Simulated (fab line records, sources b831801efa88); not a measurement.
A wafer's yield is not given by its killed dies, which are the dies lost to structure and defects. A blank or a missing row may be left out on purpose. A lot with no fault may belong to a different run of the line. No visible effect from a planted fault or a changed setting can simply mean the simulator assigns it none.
A lot that was struck, set against a sound lot | flow sky130 | 15 out of 708 route steps
Sound: the wafers L535.4, L535.5, L535.6. Struck: wafers L552.1, L552.2, L552.4. The cause comes at the end.
For every step that has rows: the tool of each side, followed by ch and its chambers, followed by its first start. Under that, the readings that differ: sound wafers | struck wafers | difference of the means | sigmas: that difference in standard deviations of wafers without a fault.
alike: words and numbers the same on both sides, and readings whose means are apart by under 2 such deviations; not compared: readings that were withheld, readings missing a value for some wafer, numbers with overlapping values and no deviation given by the record, and bounds like >300 which may hide the same value.
A row with sigmas, a row that says differs or no value, or rows on one side alone: a step with any of these is where the two part. Non-overlapping numbers with no deviation appear without sigmas and do not part them. A reading missing from all wafers of one side parts the sides only when that side holds two or more wafers.

first, 3 steps without rows for these wafers: SKY_VT_ADJUST_HVTP_EXPOSE_04 (exposes mask HVTPM, target cd 380 nm); SKY_VT_ADJUST_HVTP_PEB_05; SKY_VT_ADJUST_HVTP_DEVELOP_06 (develop time 60 s).
SKY_VT_ADJUST_HVTP_CD_MEAS_07: target cd 380 nm.
  sound on cd-sem-02, day 5 22:28; struck on cd-sem-02, day 10 10:44
  reading    | sound             | struck            | difference | sigmas
  cd-nm (nm) | 375.1 372.1 374.5 | 380.7 380.5 381.5 | +7.0       | +3
SKY_VT_ADJUST_HVTP_OVL_MEAS_08:
  sound on overlay-01, day 5 22:32; struck on overlay-02, day 10 10:52
  alike: VT_ADJUST_HVTP_OVL
after that, 1 step had no rows for these wafers: SKY_VT_ADJUST_HVTP_IMPLANT_09.
SKY_VT_ADJUST_HVTP_STRIP_10: strips in O2/N2.
  sound on plasma-asher-01 ch 0,1, day 5 22:45; struck on plasma-asher-01 ch 0,1, day 10 11:03
  reading               | sound             | struck            | difference | sigmas
  oes-product-au (a.u.) | 0.725 0.721 0.716 | 0.709 0.710 0.712 | -0.010     | -2
  alike: drypump-motor-current-A, o2-flow-sccm, strip-time-to-endpoint-s
  not compared: rf-hours-counter-h
SKY_VT_ADJUST_HVTP_TW_MEAS_11:
  sound on film-metro-03, day 5 22:50; struck on film-metro-02, day 10 11:09
  alike: VT_ADJUST_HVTP_TW
then, 4 steps without rows for these wafers: SKY_VT_ADJUST_LVTN_DEHYDRATE_00 (time 60 s); SKY_VT_ADJUST_LVTN_HMDS_01 (prime time 60 s); SKY_VT_ADJUST_LVTN_COAT_02 (resist thk 3000 nm); SKY_VT_ADJUST_LVTN_SOFTBAKE_03.
SKY_VT_ADJUST_LVTN_EXPOSE_04: exposes mask NWM COMPLEMENT LESS NATIVE, target cd 840 nm.
  sound on iline-stepper-02 ch 0, day 6 08:46; struck on iline-stepper-01 ch 0, day 10 22:03
  reading                                | sound                | struck               | difference | sigmas
  model.VT_ADJUST_LVTN.overlay-x-nm (nm) | 0.2439 0.2439 0.2439 | 0.8506 0.8506 0.8506 | +0.6067    |
  alike: mask
after that, 1 step had no rows for these wafers: SKY_VT_ADJUST_LVTN_PEB_05.
-- here the record skips 39 days between the struck wafers' starts before and after, leaving off in module VT_ADJUST_LVTN and picking up in module PAD_OPEN (first step shown: number 708 of the route) --
SKY_PAD_OPEN_PROBE_99:
  sound on prober-02, day 45 12:44; struck on prober-02, day 49 14:24
  alike: killed_at_M0_to_M3, killed_at_M4_up, killed-at-contacts, killed-at-front-end, killed-at-other, killed-dies, killed-open, killed-short

## WHERE THEY PART
At SKY_VT_ADJUST_HVTP_CD_MEAS_07 first; at SKY_VT_ADJUST_HVTP_STRIP_10 last (within this record only). Later steps at which nothing parts them and some readings are alike: SKY_VT_ADJUST_HVTP_TW_MEAS_11, SKY_VT_ADJUST_LVTN_EXPOSE_04, SKY_PAD_OPEN_PROBE_99.

WHY: whatever the simulator had introduced
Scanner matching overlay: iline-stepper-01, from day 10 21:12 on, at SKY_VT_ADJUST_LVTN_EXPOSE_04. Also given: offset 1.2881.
